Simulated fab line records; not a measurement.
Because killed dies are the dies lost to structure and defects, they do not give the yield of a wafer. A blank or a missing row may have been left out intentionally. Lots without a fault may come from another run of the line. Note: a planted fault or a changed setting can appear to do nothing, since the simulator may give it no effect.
Chamber matching :: flow sfqLine :: SFQ_TRILAYER_I0_VIA_BARC_OPEN_VIA_ETCH_046 on rieDiel-03 has 4 sister chambers
The step etches BARC in O2, target depth 125 nm, time 41.7 s. 4 wafers are shown with their chamber, then 7 later ones without.

EACH WAFER AND ITS CHAMBER
wafer: L603.1
chamber: 1
drypumpMotorCurrentA (A): 5.73

wafer: L603.2
chamber: 0
drypumpMotorCurrentA (A): 5.66

wafer: L609.2
chamber: 3
drypumpMotorCurrentA (A): 5.95

wafer: L609.3
chamber: 2
drypumpMotorCurrentA (A): 5.53

WAFERS WHOSE CHAMBER IS MISSING
wafer: L609.4
drypumpMotorCurrentA (A): 5.94

wafer: L610.3
drypumpMotorCurrentA (A): 5.65

wafer: L610.4
drypumpMotorCurrentA (A): 5.65

wafer: L610.6
drypumpMotorCurrentA (A): 5.93

wafer: L611.1
drypumpMotorCurrentA (A): 5.94

wafer: L611.3
drypumpMotorCurrentA (A): 5.54

wafer: L611.6
drypumpMotorCurrentA (A): 5.56

CHAMBER TAKEN BY EACH
wafer: L609.4
from the rows above: 3
in truth: 3

wafer: L610.3
from the rows above: 0
in truth: 0

wafer: L610.4
from the rows above: 0
in truth: 0

wafer: L610.6
from the rows above: 3
in truth: 3

wafer: L611.1
from the rows above: 3
in truth: 3

wafer: L611.3
from the rows above: 2
in truth: 2

wafer: L611.6
from the rows above: 2
in truth: 2
7 of 7 placed correctly. Left unplaced by these rows: 0. Number placed wrongly: 0.
How it was worked out, from the rows above alone: a wafer's distance from a chamber is the root of the sum, over the readings, of the square of ((its reading less the chamber's mean) divided by the reading's scatter). The wafer belongs to the nearest chamber; if the next one is less than 2 further off, it can't be placed. Each chamber's mean is taken over the wafers shown for it. The scatter (one wafer shown for each chamber): square how far every hidden wafer sits from the nearest shown wafer, average those squares and take the square root.
